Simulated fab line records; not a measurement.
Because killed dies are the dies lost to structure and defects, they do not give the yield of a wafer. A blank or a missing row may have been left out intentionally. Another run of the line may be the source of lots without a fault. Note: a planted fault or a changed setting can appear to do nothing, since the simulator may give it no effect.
Chamber matching / flow gf180mcu / GF_V4_ETCH_16 on rie-diel-03: 4 sister chambers
The step etches BARC in N2/H2. 4 wafers are shown with their chamber, then 8 later ones without.

WAFERS, EACH WITH ITS CHAMBER
wafer=L085.4; chamber=1; throttle-valve-pct (%)=13.219
wafer=L090.4; chamber=0; throttle-valve-pct (%)=13.228
wafer=L090.6; chamber=3; throttle-valve-pct (%)=13.215
wafer=L093.2; chamber=2; throttle-valve-pct (%)=13.234

WAFERS WITH NO CHAMBER GIVEN
wafer=L093.4; throttle-valve-pct (%)=13.212
wafer=L093.5; throttle-valve-pct (%)=13.226
wafer=L095.1; throttle-valve-pct (%)=13.218
wafer=L095.4; throttle-valve-pct (%)=13.227
wafer=L095.5; throttle-valve-pct (%)=13.239
wafer=L096.1; throttle-valve-pct (%)=13.235
wafer=L096.4; throttle-valve-pct (%)=13.211
wafer=L096.5; throttle-valve-pct (%)=13.237

THE CHAMBER EACH PASSED THROUGH
wafer=L093.4; from the rows above=can't be placed: 3 or 1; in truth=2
wafer=L093.5; from the rows above=can't be placed: 0 or 1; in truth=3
wafer=L095.1; from the rows above=can't be placed: 1 or 3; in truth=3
wafer=L095.4; from the rows above=0; in truth=0
wafer=L095.5; from the rows above=2; in truth=2
wafer=L096.1; from the rows above=2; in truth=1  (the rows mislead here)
wafer=L096.4; from the rows above=can't be placed: 3 or 1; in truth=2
wafer=L096.5; from the rows above=2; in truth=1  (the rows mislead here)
2 of 8 placed correctly. These rows do not allow placing 4 (true chamber among the candidates in 1). Wrongly placed: 2.
How it was worked out, from the rows above alone: a wafer's distance from a chamber is the root of the sum, over the readings, of the square of ((its reading less the chamber's mean) divided by the reading's scatter). The wafer belongs to the nearest chamber; if the next one is less than 2 further off, it can't be placed. Each chamber's mean is taken over the wafers shown for it. The scatter: with one shown wafer a chamber, the root of the mean of the squares of how far each hidden wafer lies from its nearest shown one.
